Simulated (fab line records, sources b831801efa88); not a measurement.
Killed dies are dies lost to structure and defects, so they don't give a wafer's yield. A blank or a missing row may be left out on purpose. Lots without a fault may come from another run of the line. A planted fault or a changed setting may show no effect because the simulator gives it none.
fab line records | flow sky130
record lots=5 wafers=15 last_day=49
route steps=708 shown CAPM@545 METAL3@555 VIA3@573
lots that met no fault: from a run of the same line without faults
start_h: hours from the record's first day to the start of the lot's first wafer shown | wait_h: hours since the lot's step before | " the same as in the row above | L1.1+2: a row that stands for several wafers | - no value, or no start given | * or withheld: withheld | < > ~ a bound
route shown NAME@n: a module of which the file shows steps, and the number in the route of the first | usual: mean/standard deviation of fault-free wafers | same: alike in all rows | chamber/n: place in a boat | sites: the reading at each site | _std_site: their standard deviation | _edge_site: outer sites' mean less inner sites' | radius_mm: how far each site lies from the wafer's centre | mask NAME#n: copy n | behind: the tool/chamber that last shaped the wafer | hold: why the lot was held/for how many hours/how that ended | device: the transistor (n, p or np) that didn't switch | end of line: the same wafers' tests at the end of the route | a step without rows: its recipe alone | killed: dies lost to structure and defects at the first sort, not the wafer's yield | map: a wafer's dies, x killed, . not, _ none there
set.NAME: the setting as run; set.NAME@STEP: as run at that earlier step | model.NAME: the simulator's own value behind a step, which no gauge read
lots at some steps of the route; a table a step, a row a wafer
services: from which hour (start_h, from the record's first day; less than 0 if before it) a tool's chamber was out of use, for how many hours, and why
## steps
# step SKY_CAPM_SOFTBAKE_08
# recipe temp_c=90 time_s=60 resist=NOVOLAK
# usual plate_temp_C=90.03/0.12
# same time_s=60
# columns lot.wafer tool chamber start_h wait_h plate_temp_C
L074.1 litho_track-01 0 845.91 0.1 89.85
L074.2 " 0 " " 89.96
L074.3 " 0 " " 89.85
L075.1 litho_track-04 0 856.05 0.1 89.98
L075.2 " 0 " " 90.14
L075.6 " 0 " " 90.05
L080.2 litho_track-02 0 902.70 0.1 89.99
L080.3 " 0 " " 90.10
L080.5 " 0 " " 90.15
L084.1 litho_track-02 0 947.67 0.1 90.05
L084.2 " 0 " " 90.08
L084.6 " 0 " " 90.02
L094.4 litho_track-01 0 999.79 0.1 89.89
L094.5 " 0 " " 90.09
L094.6 " 0 " " 89.77
# step SKY_CAPM_EXPOSE_09
# recipe mask_id=CAPM na=0.6 source_shape=conventional sigma_outer=0.6 polarization=unpolarized target_cd_nm=1000 dose_mj=159
# columns lot.wafer tool chamber start_h wait_h mask
L074.1+2+3 iline_stepper-02 0 - - CAPM#0
L075.1+2+6 iline_stepper-01 0 - - CAPM#0
L080.2+3+5 iline_stepper-02 0 - - CAPM#0
L084.1+2+6 iline_stepper-01 0 - - CAPM#0
L094.4+5+6 iline_stepper-01 0 - - CAPM#0
# step SKY_CAPM_PEB_10
# recipe temp_c=withheld time_s=* resist=NOVOLAK
# same time_s=*
# columns lot.wafer tool chamber start_h wait_h
L074.1+2+3 litho_track-02 0 - -
L075.1+2+6 litho_track-01 0 - -
L080.2+3+5 litho_track-02 0 - -
L084.1+2+6 litho_track-04 0 - -
L094.4+5+6 litho_track-02 0 - -
# step SKY_CAPM_DEVELOP_11
# recipe resist=NOVOLAK developer=TMAH develop_time_s=60 dev_temp_c=23
# usual developer_temp_C=23.01/0.096
# same develop_time_s=60
# columns lot.wafer tool chamber start_h wait_h developer_temp_C
L074.1 litho_track-02 0 859.02 0.1 22.93
L074.2 " 0 " " 22.85
L074.3 " 0 " " 22.97
L075.1 litho_track-01 0 869.16 0.1 22.86
L075.2 " 0 " " 22.91
L075.6 " 0 " " 22.86
L080.2 litho_track-02 0 914.20 0.1 22.93
L080.3 " 0 " " 22.99
L080.5 " 0 " " 22.84
L084.1 litho_track-04 0 957.60 0.1 23.03
L084.2 " 0 " " 23.08
L084.6 " 0 " " 23.08
L094.4 litho_track-02 0 1011.25 0.1 23.12
L094.5 " 0 " " 22.98
L094.6 " 0 " " 23.16
# step SKY_CAPM_OVL_MEAS_12
# usual CAPM_OVL=-1.5/1.7
# columns lot.wafer tool chamber start_h wait_h CAPM_OVL[nm]
L074.1 overlay-01 - 859.17 0.1 -1.0
L074.2 " - " " -0.4
L074.3 " - " " -0.4
L075.1 overlay-01 - 869.31 0.1 -2.1
L075.2 " - " " -3.0
L075.6 " - " " -3.0
L080.2 overlay-01 - 914.33 0.1 0.9
L080.3 " - " " -0.1
L080.5 " - " " -0.4
L084.1 overlay-01 - 957.75 0.1 -2.5
L084.2 " - " " -1.7
L084.6 " - " " -2.4
L094.4 overlay-02 - 1011.34 0.1 -1.7
L094.5 " - " " -0.3
L094.6 " - " " -2.0
# step SKY_CAPM_METAL_ETCH_13
# recipe target_depth_nm=220 stop_on=SiO2 chemistry=Cl2/BCl3 target=TiN pressure_mtorr=10 icp_w=900 bias_w=48.5 Cl2_flow_sccm=60 bcl3_flow_sccm=30 time_s=62.9
# usual bcl3_flow_sccm=29.99/0.084 drypump_motor_current_A=5.89/0.19 oes_product_au=0.939/0.0095 throttle_valve_pct=21.903/0.01
# same time_s=62.9
# columns lot.wafer tool chamber start_h wait_h bcl3_flow_sccm drypump_motor_current_A oes_product_au rf_hours_counter_h throttle_valve_pct
L074.1 rie_metal-04 1 859.21 0.0 29.95 5.79 0.949 3 21.896
L074.2 " 0 " " 29.96 5.68 0.944 2 21.908
L074.3 " 0 " " 29.96 5.72 0.948 - 21.904
L075.1 rie_metal-02 0 869.35 0.0 30.00 6.23 0.926 6 21.907
L075.2 " 1 " " 30.05 5.73 0.926 16 21.914
L075.6 " 0 " " 29.98 6.20 0.924 - 21.915
L080.2 rie_metal-04 1 914.36 0.0 30.07 5.78 0.946 6 21.908
L080.3 " 0 " " 29.98 5.69 0.938 - 21.910
L080.5 " 0 " " 29.98 5.70 0.953 - 21.906
L084.1 rie_metal-04 0 957.79 0.0 30.11 5.70 0.952 6 21.900
L084.2 " 1 " " 29.96 5.80 0.946 8 21.896
L084.6 " 1 " " 30.08 5.79 0.948 - 21.895
L094.4 rie_metal-04 0 1011.39 0.0 29.88 5.70 0.958 - 21.890
L094.5 " 0 " " 29.90 5.71 0.947 - 21.923
L094.6 " 1 " " 30.09 5.77 0.955 - 21.900
# step SKY_CAPM_STRIP_14
# recipe chemistry=O2/N2 power_w=1400 pressure_mtorr=1500 platen_temp_c=withheld o2_flow_sccm=3000 n2_flow_sccm=300 overash_fraction=0.5
# usual drypump_motor_current_A=6.1/0.5 oes_product_au=0.711/0.0048 strip_time_to_endpoint_s=12.67/0.047
# same overash_fraction=0.5
# columns lot.wafer tool chamber start_h wait_h drypump_motor_current_A oes_product_au rf_hours_counter_h strip_time_to_endpoint_s
L074.1 plasma_asher-01 0 859.29 0.1 6.0 0.709 104 12.64
L074.2 " 1 " " 5.7 0.710 104 12.64
L074.3 " 1 " " 5.7 0.718 - 12.63
L075.1 plasma_asher-04 0 869.42 0.1 6.1 0.713 12 12.68
L075.2 " 1 " " 5.4 0.711 12 12.61
L075.6 " 0 " " 6.1 0.711 - 12.68
L080.2 plasma_asher-03 0 914.44 0.1 6.7 0.714 77 12.71
L080.3 " 1 " " 6.7 0.710 - 12.73
L080.5 " 1 " " 6.7 0.710 - 12.74
L084.1 plasma_asher-03 1 957.89 0.1 6.7 0.717 82 12.68
L084.2 " 0 " " 6.7 0.712 82 12.66
L084.6 " 1 " " 6.7 0.711 - 12.65
L094.4 plasma_asher-03 1 1011.47 0.1 6.8 0.710 - 12.65
L094.5 " 0 " " 6.7 0.724 - 12.60
L094.6 " 1 " " 6.8 0.707 - 12.68
# step SKY_CAPM_STRIP_15
# recipe chemistry=post_etch_residue_remover time_s=1200 temp_c=72.5
# same time_s=1200
# columns lot.wafer tool chamber start_h wait_h
L074.1+2+3 wet_bench-03 3 859.39 0.1
L075.1+2+6 wet_bench-02 0 869.52 0.1
L080.2+3+5 wet_bench-02 1 914.54 0.1
L084.1+2+6 wet_bench-02 1 957.99 0.1
L094.4+5+6 wet_bench-03 2 1011.54 0.0
# step SKY_CAPM_CLEAN_16
# recipe chemistry=IPA time_s=180 temp_c=25
# same time_s=180
# columns lot.wafer tool chamber start_h wait_h
L074.1+2+3 wet_bench-04 1 859.73 0.0
L075.1+2+6 wet_bench-03 0 869.90 0.0
L080.2+3+5 wet_bench-03 1 914.88 0.0
L084.1+2+6 wet_bench-02 1 958.33 0.0
L094.4+5+6 wet_bench-02 0 1011.88 0.0
# step SKY_CAPM_CLEAN_17
# recipe chemistry=O3/DIW dry=n2_spin
# columns lot.wafer tool chamber start_h wait_h
L074.1+2+3 wet_bench-02 0 859.79 0.0
L075.1+2+6 wet_bench-04 3 869.95 0.0
L080.2+3+5 wet_bench-04 0 914.94 0.0
L084.1+2+6 wet_bench-02 1 958.39 0.0
L094.4+5+6 wet_bench-04 1 1011.94 0.0
# step SKY_METAL3_DEHYDRATE_05
# recipe temp_c=200 time_s=60
# usual plate_temp_C=200.01/0.15
# same time_s=60
# columns lot.wafer tool chamber start_h wait_h plate_temp_C
L074.1 litho_track-03 0 872.23 12.4 200.04
L074.2 " 0 " " 200.05
L074.3 " 0 " " 199.87
L075.1 litho_track-03 0 881.83 11.8 199.87
L075.2 " 0 " " 199.75
L075.6 " 0 " " 200.04
L080.2 litho_track-04 0 925.68 10.6 200.15
L080.3 " 0 " " 199.97
L080.5 " 0 " " 200.29
L084.1 litho_track-02 0 970.77 12.3 199.97
L084.2 " 0 " " 199.95
L084.6 " 0 " " 200.06
L094.4 litho_track-02 0 1023.05 11.0 200.12
L094.5 " 0 " " 200.27
L094.6 " 0 " " 200.12
# step SKY_METAL3_HMDS_06
# recipe prime_time_s=60 prime_temp_c=120
# columns lot.wafer tool chamber start_h wait_h
L074.1+2+3 litho_track-03 0 872.38 0.1
L075.1+2+6 litho_track-03 0 881.98 0.1
L080.2+3+5 litho_track-04 0 925.83 0.1
L084.1+2+6 litho_track-02 0 970.92 0.1
L094.4+5+6 litho_track-02 0 1023.20 0.1
# step SKY_METAL3_COAT_07
# recipe resist=BARC temp_c=withheld time_s=withheld spin_rpm=3000 resist_thk_nm=60
# columns lot.wafer tool chamber start_h wait_h
L074.1+2+3 litho_track-03 0 872.53 0.1
L075.1+2+6 litho_track-03 0 882.13 0.1
L080.2+3+5 litho_track-04 0 925.98 0.1
L084.1+2+6 litho_track-02 0 971.07 0.1
L094.4+5+6 litho_track-02 0 1023.35 0.1
# step SKY_METAL3_COAT_08
# recipe resist=KrF-thick spin_rpm=3000 resist_thk_nm=1140
# columns lot.wafer tool chamber start_h wait_h
L074.1+2+3 litho_track-03 0 - -
L075.1+2+6 litho_track-03 0 - -
L080.2+3+5 litho_track-04 0 - -
L084.1+2+6 litho_track-02 0 - -
L094.4+5+6 litho_track-02 0 - -
# step SKY_METAL3_SOFTBAKE_09
# recipe temp_c=100 time_s=90 resist=KrF-thick
# usual plate_temp_C=100.00/0.13
# same time_s=90
# columns lot.wafer tool chamber start_h wait_h plate_temp_C
L074.1 litho_track-03 0 - - 100.27
L074.2 " 0 " " 100.09
L074.3 " 0 " " 100.09
L075.1 litho_track-03 0 - - 100.11
L075.2 " 0 " " 99.96
L075.6 " 0 " " 100.24
L080.2 litho_track-04 0 - - 100.09
L080.3 " 0 " " 100.12
L080.5 " 0 " " 100.14
L084.1 litho_track-02 0 - - 99.83
L084.2 " 0 " " 99.89
L084.6 " 0 " " 100.03
L094.4 litho_track-02 0 - - 100.02
L094.5 " 0 " " 100.03
L094.6 " 0 " " 100.26
# step SKY_METAL3_EXPOSE_10
# recipe mask_id=MM3 na=0.68 source_shape=annular sigma_inner=0.4 sigma_outer=0.8 target_cd_nm=300 dose_mj=28
# columns lot.wafer tool chamber start_h wait_h mask
L074.1+2+3 krf_scanner-02 0 - - MM3#0
L075.1+2+6 krf_scanner-02 0 - - MM3#0
L080.2+3+5 krf_scanner-01 0 - - MM3#0
L084.1+2+6 krf_scanner-02 0 - - MM3#0
L094.4+5+6 krf_scanner-02 0 - - MM3#0
# step SKY_METAL3_PEB_11
# recipe peb_temp_c=withheld peb_time_s=withheld resist=KrF-thick
# columns lot.wafer tool chamber start_h wait_h
L074.1+2+3 litho_track-02 0 - -
L075.1+2+6 litho_track-03 0 - -
L080.2+3+5 litho_track-03 0 - -
L084.1+2+6 litho_track-04 0 - -
L094.4+5+6 litho_track-03 0 - -
# step SKY_METAL3_DEVELOP_12
# recipe develop_time_s=60 resist=KrF-thick dev_temp_c=21
# usual developer_temp_C=21.00/0.11
# same develop_time_s=60
# columns lot.wafer tool chamber start_h wait_h developer_temp_C
L074.1 litho_track-02 0 - - 21.13
L074.2 " 0 " " 21.07
L074.3 " 0 " " 20.84
L075.1 litho_track-03 0 - - 20.94
L075.2 " 0 " " 21.00
L075.6 " 0 " " 21.02
L080.2 litho_track-03 0 - - 21.05
L080.3 " 0 " " 21.07
L080.5 " 0 " " 21.00
L084.1 litho_track-04 0 - - 21.10
L084.2 " 0 " " 21.00
L084.6 " 0 " " 20.91
L094.4 litho_track-03 0 - - 21.09
L094.5 " 0 " " 21.12
L094.6 " 0 " " 20.80
# step SKY_METAL3_CD_MEAS_13
# recipe target_cd_nm=300
# usual cd_nm=299.8/1.5
# columns lot.wafer tool chamber start_h wait_h cd_nm
L074.1 cd_sem-02 - 885.27 - 300.1
L074.2 " - " " 301.2
L074.3 " - " " 299.3
L075.1 cd_sem-02 - 894.78 - 300.2
L075.2 " - " " 300.9
L075.6 " - " " 302.0
L080.2 cd_sem-02 - 937.66 - 297.2
L080.3 " - " " 298.5
L080.5 " - " " 297.3
L084.1 cd_sem-01 - 982.75 - 301.1
L084.2 " - " " 300.4
L084.6 " - " " 300.9
L094.4 cd_sem-02 - 1034.45 - 296.7
L094.5 " - " " 296.5
L094.6 " - " " 297.6
# step SKY_METAL3_OVL_MEAS_14
# usual METAL3_OVL=2/5.6
# columns lot.wafer tool chamber start_h wait_h METAL3_OVL[nm]
L074.1 overlay-01 - 885.39 0.1 -3
L074.2 " - " " -5
L074.3 " - " " 1
L075.1 overlay-01 - 894.90 0.1 4
L075.2 " - " " 1
L075.6 " - " " 2
L080.2 overlay-01 - 937.76 0.1 5
L080.3 " - " " 8
L080.5 " - " " 8
L084.1 overlay-02 - 982.87 0.1 4
L084.2 " - " " 2
L084.6 " - " " 6
L094.4 overlay-01 - 1034.52 0.1 7
L094.5 " - " " 12
L094.6 " - " " 4
# step SKY_METAL3_DESCUM_15
# recipe chemistry=O2 source_power_w=150 bias_power_w=0 pressure_mtorr=10 temp_c=40 time_s=8
# usual drypump_motor_current_A=5.96/0.22 oes_product_au=1.000/0.0099
# same time_s=8
# columns lot.wafer tool chamber start_h wait_h drypump_motor_current_A oes_product_au rf_hours_counter_h
L074.1 rie_metal-04 0 885.43 0.0 5.72 1.005 3
L074.2 " 1 " " 5.78 0.980 4
L074.3 " 1 " " 5.76 0.987 -
L075.1 rie_metal-04 1 894.94 0.0 5.78 0.985 5
L075.2 " 0 " " 5.70 0.997 3
L075.6 " 0 " " 5.69 1.011 -
L080.2 rie_metal-04 1 937.79 0.0 5.77 0.989 7
L080.3 " 0 " " 5.72 0.988 -
L080.5 " 0 " " 5.72 0.997 -
L084.1 rie_metal-03 0 982.91 0.0 6.20 1.011 16
L084.2 " 1 " " 5.83 1.009 20
L084.6 " 1 " " 5.88 0.997 -
L094.4 rie_metal-03 1 1034.55 0.0 5.84 0.999 -
L094.5 " 0 " " 6.17 1.017 -
L094.6 " 1 " " 5.87 0.998 -
# step SKY_METAL3_ETCH_16
# recipe chemistry=N2/H2 target=BARC ion_energy_ev=200 bias_w=100 pressure_mtorr=30 n2_flow_sccm=100 h2_flow_sccm=200 icp_w=500 stop_on=SiO2 time_s=88.2 target_depth_a=600
# usual drypump_motor_current_A=5.96/0.21 oes_product_au=0.625/0.0044 throttle_valve_pct=13.207/0.0095
# same time_s=88.2
# columns lot.wafer tool chamber start_h wait_h drypump_motor_current_A oes_product_au rf_hours_counter_h throttle_valve_pct
L074.1 rie_metal-04 0 885.46 0.0 5.72 0.628 3 13.221
L074.2 " 1 " " 5.80 0.626 4 13.210
L074.3 " 1 " " 5.79 0.626 - 13.217
L075.1 rie_metal-04 1 894.97 0.0 5.81 0.633 5 13.209
L075.2 " 0 " " 5.71 0.632 3 13.206
L075.6 " 0 " " 5.73 0.630 - 13.206
L080.2 rie_metal-04 1 937.82 0.0 5.77 0.621 7 13.216
L080.3 " 0 " " 5.70 0.621 - 13.211
L080.5 " 0 " " 5.69 0.624 - 13.208
L084.1 rie_metal-03 0 982.94 0.0 6.18 0.617 16 13.193
L084.2 " 1 " " 5.86 0.620 20 13.212
L084.6 " 1 " " 5.89 0.618 - 13.214
L094.4 rie_metal-03 1 1034.61 0.0 5.88 0.625 - 13.206
L094.5 " 0 " " 6.13 0.627 - 13.198
L094.6 " 1 " " 5.89 0.624 - 13.212
# step SKY_METAL3_ETCH_17
# recipe target=SiO2 stop_on=TiN chemistry=C4F8/O2/Ar source_w=1500 bias_w=1200 pressure_mtorr=40 c4f8_flow_sccm=withheld O2_flow_sccm=6 Ar_flow_sccm=300 time_s=3.9 target_depth_a=150
# usual oes_product_au=0.753/0.0072
# same time_s=3.9
# columns lot.wafer tool chamber start_h wait_h oes_product_au rf_hours_counter_h
L074.1 rie_diel-01 0 885.56 0.1 0.744 26
L074.2 " 1 " " 0.750 9
L074.3 " 2 " " 0.762 9
L075.1 rie_diel-03 3 895.07 0.1 0.751 7
L075.2 " 0 " " 0.759 7
L075.6 " 3 " " 0.751 -
L080.2 rie_diel-03 3 937.92 0.1 0.740 8
L080.3 " 1 " " 0.738 13
L080.5 " 2 " " 0.749 -
L084.1 rie_diel-03 3 983.04 0.1 0.750 9
L084.2 " 0 " " 0.755 10
L084.6 " 1 " " 0.767 -
L094.4 rie_diel-02 0 1034.67 0.0 0.754 21
L094.5 " 0 " " 0.751 -
L094.6 " 1 " " 0.754 -
# step SKY_METAL3_METAL_ETCH_18
# recipe target_depth_a=8450 stop_on=SiO2 over_etch_frac=0.3 time_s=183.1 chemistry=Cl2/BCl3 resist_sidewall_deg=88 pressure_mtorr=10 icp_w=900 bias_w=48.5 Cl2_flow_sccm=60 bcl3_flow_sccm=30
# usual bcl3_flow_sccm=30.00/0.088 drypump_motor_current_A=6.01/0.23 oes_product_au=0.867/0.007 throttle_valve_pct=22.264/0.0099
# same time_s=183.1
# columns lot.wafer tool chamber start_h wait_h bcl3_flow_sccm drypump_motor_current_A oes_product_au rf_hours_counter_h throttle_valve_pct
L074.1 rie_metal-03 1 885.58 0.0 29.94 5.90 0.859 14 22.251
L074.2 " 0 " " 29.94 6.16 0.858 10 22.281
L074.3 " 1 " " 29.97 5.88 0.863 - 22.254
L075.1 rie_metal-01 1 895.09 0.0 30.08 6.13 0.882 14 22.267
L075.2 " 0 " " 30.13 6.32 0.873 7 22.265
L075.6 " 1 " " 30.20 6.16 0.871 - 22.247
L080.2 rie_metal-01 1 937.94 0.0 29.87 6.16 0.878 16 22.271
L080.3 " 0 " " 29.94 6.32 0.874 - 22.263
L080.5 " 0 " " 29.90 6.32 0.868 - 22.270
L084.1 rie_metal-04 1 983.06 0.0 29.93 5.81 0.868 9 22.262
L084.2 " 0 " " 30.04 5.70 0.877 7 22.268
L084.6 " 0 " " 30.06 5.73 0.868 - 22.260
L094.4 rie_metal-04 1 1034.75 0.1 30.01 5.79 0.867 - 22.269
L094.5 " 1 " " 30.10 5.77 0.861 - 22.269
L094.6 " 0 " " 30.00 5.70 0.870 - 22.262
# step SKY_METAL3_STRIP_19
# recipe chemistry=O2/N2 power_w=1400 pressure_mtorr=1500 platen_temp_c=withheld o2_flow_sccm=3000 n2_flow_sccm=300 overash_fraction=0.5
# usual drypump_motor_current_A=5.7/0.38 oes_product_au=0.504/0.006 strip_time_to_endpoint_s=6.57/0.092
# same overash_fraction=0.5
# columns lot.wafer tool chamber start_h wait_h drypump_motor_current_A oes_product_au rf_hours_counter_h strip_time_to_endpoint_s
L074.1 plasma_asher-02 0 885.76 0.1 5.1 0.498 45 6.49
L074.2 " 1 " " 6.0 0.497 45 6.44
L074.3 " 0 " " 5.2 0.498 - 6.49
L075.1 plasma_asher-02 0 895.27 0.1 5.1 0.518 46 6.69
L075.2 " 1 " " 6.0 0.499 46 6.63
L075.6 " 1 " " 6.0 0.509 - 6.57
L080.2 plasma_asher-02 1 938.12 0.1 6.0 0.500 50 6.62
L080.3 " 1 " " 6.0 0.504 - 6.60
L080.5 " 0 " " 5.1 0.500 - 6.61
L084.1 plasma_asher-04 1 983.23 0.1 5.4 0.505 23 6.68
L084.2 " 0 " " 6.2 0.500 23 6.50
L084.6 " 1 " " 5.4 0.509 - 6.60
L094.4 plasma_asher-04 1 1034.90 0.1 5.4 0.513 - 6.73
L094.5 " 1 " " 5.4 0.510 - 6.72
L094.6 " 0 " " 6.1 0.506 - 6.54
# step SKY_METAL3_STRIP_20
# recipe chemistry=post_etch_residue_remover time_s=1200 temp_c=72.5
# same time_s=1200
# columns lot.wafer tool chamber start_h wait_h
L074.1+2+3 wet_bench-01 3 885.86 0.1
L075.1+2+6 wet_bench-01 1 895.37 0.1
L080.2+3+5 wet_bench-02 0 938.22 0.1
L084.1+2+6 wet_bench-01 3 983.33 0.1
L094.4+5+6 wet_bench-02 2 1034.97 0.0
# step SKY_METAL3_CLEAN_21
# recipe chemistry=IPA time_s=180 temp_c=25
# same time_s=180
# columns lot.wafer tool chamber start_h wait_h
L074.1+2+3 wet_bench-03 1 886.23 0.0
L075.1+2+6 wet_bench-02 0 895.74 0.0
L080.2+3+5 wet_bench-01 3 938.56 0.0
L084.1+2+6 wet_bench-03 0 983.71 0.0
L094.4+5+6 wet_bench-01 0 1035.31 0.0
# step SKY_METAL3_CLEAN_22
# recipe chemistry=O3/DIW dry=n2_spin
# columns lot.wafer tool chamber start_h wait_h
L074.1+2+3 wet_bench-01 1 886.36 0.0
L075.1+2+6 wet_bench-03 2 895.80 0.0
L080.2+3+5 wet_bench-02 0 938.62 0.0
L084.1+2+6 wet_bench-01 2 983.76 0.0
L094.4+5+6 wet_bench-02 2 1035.37 0.0
# step SKY_VIA3_HDPCVD_00
# recipe material=SiO2 target_thk_nm=1635 sigma_open_frac=0.3 time_s=272.5 temp_c=400 sih4_flow_sccm=60 pressure_mtorr=6
# usual susceptor_temp_C=399.98/0.22
# same time_s=272.5
# columns lot.wafer tool chamber start_h wait_h susceptor_temp_C
L074.1 hdpcvd-02 1 886.46 0.0 400.05
L074.2 " 0 " " 400.19
L074.3 " 2 " " 400.02
L075.1 hdpcvd-01 0 895.91 0.0 400.11
L075.2 " 2 " " 399.89
L075.6 " 2 " " 399.62
L080.2 hdpcvd-01 0 938.71 0.0 400.27
L080.3 " 1 " " 399.33
L080.5 " 1 " " 399.74
L084.1 hdpcvd-02 0 983.86 0.0 400.01
L084.2 " 1 " " 399.84
L084.6 " 0 " " 399.87
L094.4 hdpcvd-02 2 1035.54 0.1 400.07
L094.5 " 1 " " 400.02
L094.6 " 0 " " 399.84
# step SKY_VIA3_THK_MEAS_01
# recipe reads=SiO2_of_VIA3_HDPCVD_00
# usual VIA3_HDPCVD_THK=1634/17
# columns lot.wafer tool chamber start_h wait_h VIA3_HDPCVD_THK[nm]
L074.1 film_metro-03 - 886.62 0.1 1598
L074.2 " - " " 1637
L074.3 " - " " 1636
L075.1 film_metro-03 - 896.08 0.1 1651
L075.2 " - " " 1638
L075.6 " - " " 1645
L080.2 film_metro-03 - 938.89 0.1 1645
L080.3 " - " " 1640
L080.5 " - " " 1636
L084.1 film_metro-02 - 984.03 0.1 1645
L084.2 " - " " 1623
L084.6 " - " " 1629
L094.4 film_metro-01 - 1035.66 0.0 1626
L094.5 " - " " 1649
L094.6 " - " " 1644
# step SKY_VIA3_CMP_02
# recipe material=SiO2 down_force_psi=4 platen_rpm=60 pad_velocity_m_s=0.94248
# usual motor_current_A=12.3/1.1 platen_rpm=60.00/0.04 slurry_flow_ml_min=150.0/0.49
# columns lot.wafer tool chamber start_h wait_h motor_current_A platen_rpm slurry_flow_ml_min
L074.1 cmp-01 3 886.68 0.1 12.1 60.04 149.6
L074.2 " 0 " " 13.7 59.96 149.8
L074.3 " 1 " " 12.1 60.08 150.1
L075.1 cmp-02 0 896.14 0.1 11.3 59.98 149.9
L075.2 " 2 " " 12.5 59.98 149.9
L075.6 " 1 " " 13.1 59.96 150.7
L080.2 cmp-01 2 939.04 0.1 12.4 59.96 150.4
L080.3 " 3 " " 12.5 60.01 149.7
L080.5 " 0 " " 14.1 60.01 150.9
L084.1 cmp-02 3 984.09 0.1 9.5 59.99 150.8
L084.2 " 0 " " 11.4 59.96 149.7
L084.6 " 3 " " 10.9 60.01 150.3
L094.4 cmp-02 0 1035.69 0.0 11.0 60.00 151.0
L094.6 " 0 " " 11.4 60.05 150.6
L094.5 " 1 " " 13.2 59.94 150.3
# step SKY_VIA3_BOW_MEAS_03
# recipe mode=bow
# usual VIA3_BOW=80/8.1
# columns lot.wafer tool chamber start_h wait_h VIA3_BOW[um]
L074.1 film_metro-02 - 886.98 0.2 90
L074.2 " - " " 101
L074.3 " - " " 79
L075.1 film_metro-03 - 896.44 0.2 75
L075.2 " - " " 72
L075.6 " - " " 82
L080.2 film_metro-01 - 939.26 0.2 86
L080.3 " - " " 88
L080.5 " - " " 70
L084.1 film_metro-01 - 984.39 0.2 71
L084.2 " - " " 73
L084.6 " - " " 75
L094.4 film_metro-03 - 1036.05 0.3 88
L094.5 " - " " 80
L094.6 " - " " 81
# step SKY_VIA3_DEHYDRATE_04
# recipe temp_c=200 time_s=60
# usual plate_temp_C=200.00/0.14
# same time_s=60
# columns lot.wafer tool chamber start_h wait_h plate_temp_C
L074.1 litho_track-01 0 898.51 11.5 199.88
L074.2 " 0 " " 200.17
L074.3 " 0 " " 200.08
L075.1 litho_track-03 0 908.28 11.8 199.79
L075.2 " 0 " " 199.99
L075.6 " 0 " " 199.82
L080.2 litho_track-01 0 948.33 9.1 200.03
L080.3 " 0 " " 199.89
L080.5 " 0 " " 199.92
L084.1 litho_track-03 0 995.29 10.9 200.17
L084.2 " 0 " " 200.12
L084.6 " 0 " " 200.02
L094.4 litho_track-01 0 1045.98 9.9 199.89
L094.5 " 0 " " 199.76
L094.6 " 0 " " 199.77
# step SKY_VIA3_HMDS_05
# recipe prime_time_s=60 prime_temp_c=120
# columns lot.wafer tool chamber start_h wait_h
L074.1+2+3 litho_track-01 0 898.66 0.1
L075.1+2+6 litho_track-03 0 908.43 0.1
L080.2+3+5 litho_track-01 0 948.48 0.1
L084.1+2+6 litho_track-03 0 995.44 0.1
L094.4+5+6 litho_track-01 0 1046.13 0.1
# step SKY_VIA3_COAT_06
# recipe resist=BARC temp_c=withheld time_s=withheld spin_rpm=3000 resist_thk_nm=60
# columns lot.wafer tool chamber start_h wait_h
L074.1+2+3 litho_track-01 0 898.81 0.1
L075.1+2+6 litho_track-03 0 908.58 0.1
L080.2+3+5 litho_track-01 0 948.63 0.1
L084.1+2+6 litho_track-03 0 995.59 0.1
L094.4+5+6 litho_track-01 0 1046.28 0.1
# step SKY_VIA3_COAT_07
# recipe resist=KrF-thick spin_rpm=3000 resist_thk_nm=450
# columns lot.wafer tool chamber start_h wait_h
L074.1+2+3 litho_track-01 0 - -
L075.1+2+6 litho_track-03 0 - -
L080.2+3+5 litho_track-01 0 - -
L084.1+2+6 litho_track-03 0 - -
L094.4+5+6 litho_track-01 0 - -
# step SKY_VIA3_SOFTBAKE_08
# recipe temp_c=100 time_s=90 resist=KrF-thick
# usual plate_temp_C=99.96/0.12
# same time_s=90
# columns lot.wafer tool chamber start_h wait_h plate_temp_C
L074.1 litho_track-01 0 - - 100.22
L074.2 " 0 " " 100.05
L074.3 " 0 " " 100.10
L075.1 litho_track-03 0 - - 99.90
L075.2 " 0 " " 99.73
L075.6 " 0 " " 99.98
L080.2 litho_track-01 0 - - 100.00
L080.3 " 0 " " 100.10
L080.5 " 0 " " 100.00
L084.1 litho_track-03 0 - - 99.97
L084.2 " 0 " " 100.17
L084.6 " 0 " " 100.15
L094.4 litho_track-01 0 - - 99.79
L094.5 " 0 " " 100.02
L094.6 " 0 " " 99.93
# step SKY_VIA3_EXPOSE_09
# recipe mask_id=VIM3 na=0.8 source_shape=annular sigma_inner=0.55 sigma_outer=0.85 target_cd_nm=200 dose_mj=38
# columns lot.wafer tool chamber start_h wait_h mask
L074.1+2+3 krf_scanner-02 0 - - VIM3#0
L075.1+2+6 krf_scanner-01 0 - - VIM3#0
L080.2+3+5 krf_scanner-02 0 - - VIM3#0
L084.1+2+6 krf_scanner-01 0 - - VIM3#0
L094.4+5+6 krf_scanner-02 0 - - VIM3#0
# step SKY_VIA3_PEB_10
# recipe peb_temp_c=withheld peb_time_s=withheld resist=KrF-thick
# columns lot.wafer tool chamber start_h wait_h
L074.1+2+3 litho_track-01 0 - -
L075.1+2+6 litho_track-01 0 - -
L080.2+3+5 litho_track-02 0 - -
L084.1+2+6 litho_track-01 0 - -
L094.4+5+6 litho_track-02 0 - -
## services
# columns tool chamber start_h hours kind
krf_scanner-01 - 834.74 1.3 pm
krf_scanner-01 - 845.48 0.2 repair
krf_scanner-02 - 846.79 4.4 pm
krf_scanner-02 - 854.31 0.6 repair
krf_scanner-01 - 865.22 0.8 pm
rie_diel-03 2 866.94 6.9 repair
rie_metal-04 - 870.87 4.3 pm
hdpcvd-02 - 895.55 14.6 pm
cmp-02 - 904.43 4.9 pm
iline_stepper-01 - 910.24 1.1 repair
cmp-02 - 910.79 0.9 repair
krf_scanner-01 - 917.93 0.5 repair
krf_scanner-02 - 919.10 0.8 pm
plasma_asher-04 - 920.49 6.0 repair
krf_scanner-02 - 922.17 1.0 pm
rie_diel-03 0 924.23 1.4 repair
rie_diel-03 3 944.93 4.6 repair
rie_diel-03 1 946.84 4.6 repair
krf_scanner-02 - 982.17 1.3 pm
rie_metal-04 - 997.46 1.0 repair
rie_metal-03 - 1000.16 0.3 repair
krf_scanner-02 - 1011.94 3.6 pm
wet_bench-04 - 1044.79 0.6 repair
rie_metal-03 - 1048.61 0.6 repair
## key
fault none
